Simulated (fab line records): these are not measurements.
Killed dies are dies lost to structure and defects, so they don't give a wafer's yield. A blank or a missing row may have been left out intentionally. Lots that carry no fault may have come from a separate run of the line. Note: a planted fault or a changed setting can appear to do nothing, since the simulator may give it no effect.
Struck lot and sound lot, side by side | flow sfq_line | 13 out of 325 route steps
Sound: these wafers, L216.1, L216.2, L216.5. Wafers L220.2, L220.5, L220.6 were the ones struck. The cause comes at the end.
Per side, at each step with rows, come the tool, then ch with its chambers, and then its first start. Under that, the readings that differ: sound wafers | struck wafers | difference of the means | sigmas: that difference in standard deviations of wafers without a fault.
alike: a reading whose means differ by less than 2 such deviations, as well as words and numbers matching on both sides. not compared: withheld readings; readings where some wafer has no value; bounds like >300 that might hide an equal value; numbers whose values overlap and for which the record gives no deviation.
The two part at a step that has a row with sigmas, a row that says differs or no value, or rows on one side only. Non-overlapping numbers with no deviation appear without sigmas and do not part them. A reading missing from all wafers of one side parts the sides only when that side holds two or more wafers.

SFQ_TRILAYER_C5_BARC_OPEN_VIA_ETCH_210: etches BARC in O2, target depth 125 nm, time 41.7 s.
  sound on rie_diel-03 ch 0,2, day 59 08:48; struck on rie_diel-01 ch 0,3, day 60 02:48
  alike: drypump_motor_current_A, oes_product_au
  not compared: rf_hours_counter_h
SFQ_TRILAYER_C5_ETCH_VIA_ETCH_154: etches SiO2 in CHF3, stops on Nb, target depth 84 nm.
  sound on rie_diel-03 ch 0,2, day 59 08:50; struck on rie_diel-01 ch 0,3, day 60 02:50
  alike: drypump_motor_current_A, oes_product_au
SFQ_TRILAYER_C5_STRIP_STRIP_155: strips in O2.
  sound on rie_metal-04 ch 0,1, day 59 08:53; struck on rie_metal-03 ch 0, day 60 03:05
  alike: drypump_motor_current_A, oes_product_au
  not compared: rf_hours_counter_h
then, 2 steps without rows for these wafers: SFQ_TRILAYER_C5_STRIP_SOLV_CLEAN_156 (cleans in NMP, time 600 s); SFQ_TRILAYER_M6_DEP_PRE_CLEAN_158 (time 22.5 s).
SFQ_TRILAYER_M6_DEP_SPUTTER_157: material Nb, target thk 200 nm, time 133.3 s.
  sound on pvd_sputter-04, day 59 09:43; struck on pvd_sputter-06, day 60 04:17
  alike: throttle_valve_pct
SFQ_M6_RS_MEAS_938: uses a four-point probe to measure.
  sound on film_metro-04, day 59 09:48; struck on film_metro-04, day 60 04:24
  alike: M6_NB_RS
then, 4 steps without rows for these wafers: SFQ_TRILAYER_M6_LITHO_COAT_164 (resist thk 62 nm); SFQ_TRILAYER_M6_LITHO_COAT_159 (resist thk 600 nm); SFQ_TRILAYER_M6_LITHO_SOFTBAKE_163; SFQ_TRILAYER_M6_LITHO_EXPOSE_160 (exposes mask M6, target cd 500 nm).
SFQ_TRILAYER_M6_LITHO_PEB_162: peb time 60 s.
  struck on litho_track-02, day 60 19:09; sound on litho_track-02 ch 0, day 60 02:22
  no value came back on the struck wafers for chill_plate_temp_C (C), exhaust_pa (Pa); on the sound wafers chill_plate_temp_C (C) reads 22.91 23.06 23.01
then, 1 step without rows for these wafers: SFQ_TRILAYER_M6_LITHO_DEVELOP_161 (time 60 s).

WHERE THEY PART
Only at SFQ_TRILAYER_M6_LITHO_PEB_162, as far as this record shows.

WHY: whatever the simulator had introduced
Entire step skipped (litho_track-02, SFQ_TRILAYER_M6_LITHO_PEB_162), from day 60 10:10 onward. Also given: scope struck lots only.
